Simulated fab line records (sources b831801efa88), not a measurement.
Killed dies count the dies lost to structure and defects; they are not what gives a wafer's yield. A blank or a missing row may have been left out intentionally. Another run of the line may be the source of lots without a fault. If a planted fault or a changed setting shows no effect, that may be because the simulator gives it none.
Which of the tools did it? + flow sfq line + 14 lots, 42 wafers sampled, at 1 step of a route of 325

== WHAT EACH GAUGE READ, for each wafer ==
The record holds no reading of a measuring or inspecting step that can be judged against a usual standard deviation.

== WHAT TOOL EACH LOT RAN ON (gives the tool, then ch and the chambers of the sampled wafers, and finally the start) ==
| lot  | SFQ_TRILAYER_L0_LITHO_PEB_008     |
|------|-----------------------------------|
| L119 | litho track-03 ch 0, day 4 13:00  |
| L120 | litho track-01 ch 0, day 4 22:37  |
| L121 | litho track-01 ch 0, day 5 02:10  |
| L123 | litho track-03 ch 0, day 5 09:24  |
| L126 | litho track-04 ch 0, day 5 22:42  |
| L127 | litho track-04 ch 0, day 6 04:50  |
| L128 | litho track-04 ch 0, day 6 09:38  |
| L129 | litho track-04 ch 0, day 6 18:01  |
| L131 | litho track-03 ch 0, day 7 09:34  |
| L138 | litho track-01 ch 0, day 9 11:33  |
| L139 | litho track-03 ch 0, day 9 17:33  |
| L140 | litho track-03 ch 0, day 9 23:33  |
| L141 | litho track-01 ch 0, day 10 03:10 |
| L142 | litho track-04 ch 0, day 10 07:58 |
- SFQ_TRILAYER_L0_LITHO_PEB_008: peb time 60 s.

== AS READ BY THE TOOLS THEMSELVES (means over the sampled wafers that have a number; for cases with no such wafer, the mark the record gives instead) ==
SFQ_TRILAYER_L0_LITHO_PEB_008. Usual: heater power total W 79.15 W, standard deviation 0.066; plate temp C 115.02 C, standard deviation 0.13.
| lot  | tool           | heater power total W (W) | plate temp C (C) | flag |
|------|----------------|--------------------------|------------------|------|
| L119 | litho track-03 | 79.17                    | 115.04           |      |
| L120 | litho track-01 | 79.16                    | 115.05           |      |
| L121 | litho track-01 | 79.21                    | 115.12           |      |
| L123 | litho track-03 | 79.19                    | 114.99           |      |
| L126 | litho track-04 | 79.18                    | 114.85           |      |
| L127 | litho track-04 | 79.09                    | 115.09           |      |
| L128 | litho track-04 | 76.49                    | 112.19           | OFF  |
| L129 | litho track-04 | 76.49                    | 112.14           | OFF  |
| L131 | litho track-03 | 79.20                    | 114.90           |      |
| L138 | litho track-01 | 79.19                    | 115.16           |      |
| L139 | litho track-03 | 79.17                    | 114.94           |      |
| L140 | litho track-03 | 79.18                    | 115.00           |      |
| L141 | litho track-01 | 79.20                    | 114.94           |      |
| L142 | litho track-04 | 79.18                    | 114.97           |      |

== THE ANSWER, worked out from the rows above alone ==
Rule: a lot counts as off when the mean over its wafers that have a number is more than 3 standard deviations away from the usual mean. Also off: a lot with no number at a reading for which 4 or more lots have one. The other lots that the step has rows for count as sound. After the gauges, taken in route order, come the tools' own readings; for these a lot's mean is taken, as printed above. The first step at which some lot is off is used, and at that step the reading that is off furthest; a lot without a number counts as furthest.
Off: L128, L129, at SFQ_TRILAYER_L0_LITHO_PEB_008 (heater power total W).
A tool fits if, at that step or a process step before it, it ran every lot that is off, and no sound lot after the first of them. None of those tried fits.

== WHAT THE SIMULATOR PUT IN ==
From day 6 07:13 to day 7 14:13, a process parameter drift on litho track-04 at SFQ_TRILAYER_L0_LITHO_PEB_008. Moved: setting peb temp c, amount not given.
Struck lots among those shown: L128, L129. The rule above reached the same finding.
